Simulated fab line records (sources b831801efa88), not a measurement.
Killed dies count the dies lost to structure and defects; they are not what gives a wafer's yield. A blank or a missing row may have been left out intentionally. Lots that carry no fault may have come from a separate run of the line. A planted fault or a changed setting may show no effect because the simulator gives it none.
Which tool did it? | flow gf180mcu | Sampling: 13 lots, 39 wafers, 3 of 602 route steps

WHAT THE GAUGES READ, wafer by wafer
GF_MIM_THK_MEAS_06.
lot  | measured     | on            | MIM_CVD_05_THK (nm)
L296 | day 24 18:31 | film metro-01 | 41.8 42.3 41.7
L297 | day 24 22:30 | film metro-04 | 43.3 42.3 43.1
L298 | day 25 06:50 | film metro-02 | 41.5 41.2 42.0
L299 | day 25 07:46 | film metro-02 | 42.2 42.0 42.5
L301 | day 26 10:23 | film metro-01 | 41.4 42.0 41.6
L306 | day 28 05:07 | film metro-04 | 41.6 41.4 42.2
L307 | day 28 12:18 | film metro-04 | 41.8 42.0 42.2
L308 | day 28 17:44 | film metro-04 | 42.0 42.2 43.1
L310 | day 29 10:35 | film metro-02 | 42.5 43.0 41.9
L312 | day 29 15:02 | film metro-01 | 41.5 42.3 42.4
L313 | day 29 22:59 | film metro-04 | 41.3 41.5 41.6
L318 | day 31 00:39 | film metro-01 | 41.6 42.5 42.5
L319 | day 31 07:02 | film metro-02 | 42.0 42.9 42.3

WHAT TOOL EACH LOT RAN ON (gives the tool, then ch and the chambers of the sampled wafers, and finally the start)
lot  | GF_M2_STRIP_17                       | GF_V4_CMP_26
L296 | plasma asher-02 ch 0,1, day 19 11:08 | cmp-01 ch 0,1,3, day 24 18:05
L297 | plasma asher-02 ch 0,1, day 19 14:53 | cmp-01 ch 0,3, day 24 21:58
L298 | plasma asher-03 ch 0,1, day 20 01:21 | cmp-01 ch 1,2,3, day 25 06:17
L299 | plasma asher-01 ch 0,1, day 20 01:41 | cmp-02 ch 0,1,3, day 25 07:15
L301 | plasma asher-01 ch 0,1, day 21 09:33 | cmp-01 ch 0,2,3, day 26 09:50
L306 | plasma asher-02 ch 0,1, day 23 09:47 | cmp-01 ch 2,3, day 28 04:37
L307 | plasma asher-01 ch 0,1, day 23 18:45 | cmp-02 ch 0,1,3, day 28 11:51
L308 | plasma asher-01 ch 0,1, day 24 00:16 | cmp-02 ch 1,2,3, day 28 17:19
L310 | plasma asher-02 ch 0,1, day 24 20:10 | cmp-01 ch 0,3, day 29 10:02
L312 | plasma asher-03 ch 0,1, day 25 02:14 | cmp-01 ch 0,1, day 29 14:32
L313 | plasma asher-02 ch 0,1, day 25 08:43 | cmp-01 ch 0,1,3, day 29 22:24
L318 | plasma asher-01 ch 0,1, day 26 15:59 | cmp-01 ch 0,2,3, day 31 00:05
L319 | plasma asher-02 ch 0,1, day 26 21:30 | cmp-02 ch 0,2, day 31 06:31
- GF_M2_STRIP_17: strips in O2/N2.
- GF_V4_CMP_26: polishes, stops on SiO2, t overpolish 15 s, target thk 0 nm.

WHAT THE TOOLS THEMSELVES READ (means of the sampled wafers that have a number; where no wafer has one, the mark that the record gives instead)
GF_M2_STRIP_17.
lot  | tool            | drypump motor current A (A) | heater power w (W) | oes product au (a.u.) | strip time to endpoint s (s)
L296 | plasma asher-02 | 5.8                         | 354                | 0.556                 | 7.87
L297 | plasma asher-02 | 5.8                         | 351                | 0.567                 | 7.93
L298 | plasma asher-03 | 6.0                         | 251                | 0.557                 | 7.89
L299 | plasma asher-01 | 5.5                         | 308                | 0.556                 | 7.83
L301 | plasma asher-01 | 5.5                         | 310                | 0.556                 | 7.86
L306 | plasma asher-02 | 5.7                         | 353                | 0.563                 | 7.87
L307 | plasma asher-01 | 5.5                         | 308                | 0.560                 | 7.85
L308 | plasma asher-01 | 5.5                         | 308                | 0.554                 | 7.87
L310 | plasma asher-02 | 5.9                         | 351                | 0.557                 | 7.89
L312 | plasma asher-03 | 6.0                         | 255                | 0.558                 | 7.84
L313 | plasma asher-02 | 5.8                         | 355                | 0.559                 | 7.92
L318 | plasma asher-01 | 5.6                         | 318                | 0.560                 | 7.90
L319 | plasma asher-02 | 5.9                         | 355                | 0.557                 | 7.87

GF_V4_CMP_26.
lot  | tool   | motor current A (A) | overpolish run s (s) | time to endpoint s (s)
L296 | cmp-01 | 10.8                | 14.999               | 83
L297 | cmp-01 | 11.2                | 14.997               | 87
L298 | cmp-01 | 11.2                | 14.988               | 88
L299 | cmp-02 | 11.0                | 14.992               | 83
L301 | cmp-01 | 10.9                | 15.000               | 86
L306 | cmp-01 | 11.1                | 15.000               | 82
L307 | cmp-02 | 11.0                | 15.005               | 84
L308 | cmp-02 | 10.5                | 14.998               | 79
L310 | cmp-01 | 10.9                | 15.004               | 87
L312 | cmp-01 | 11.0                | 15.001               | 86
L313 | cmp-01 | 11.3                | 14.996               | 85
L318 | cmp-01 | 11.3                | 14.996               | 91
L319 | cmp-02 | 10.7                | 15.000               | 88

THE ANSWER, worked out from the rows above alone
Rule: usual is defined by the lots themselves. The widest of any qualifying gaps counts: lots, ordered by their means at a reading, are off when they make up no more than a third of the lots, leave a main group of 4 or more, and stand apart from it by 3 or more times the standard deviation of that group's means. Not used: any main group whose means are identical at the precision the tables above print for the reading. Also off: a lot with no number at a reading for which 4 or more lots have one. All remaining lots with rows at the step are treated as sound. After the gauges, taken in route order, come the tools' own readings; for these a lot's mean is taken, as printed above. The first step at which some lot is off is used, and at that step the reading that is off furthest; a lot without a number counts as furthest.
No lot is off at any reading shown: from this, nothing can be told.

WHAT WAS PUT IN BY THE SIMULATOR
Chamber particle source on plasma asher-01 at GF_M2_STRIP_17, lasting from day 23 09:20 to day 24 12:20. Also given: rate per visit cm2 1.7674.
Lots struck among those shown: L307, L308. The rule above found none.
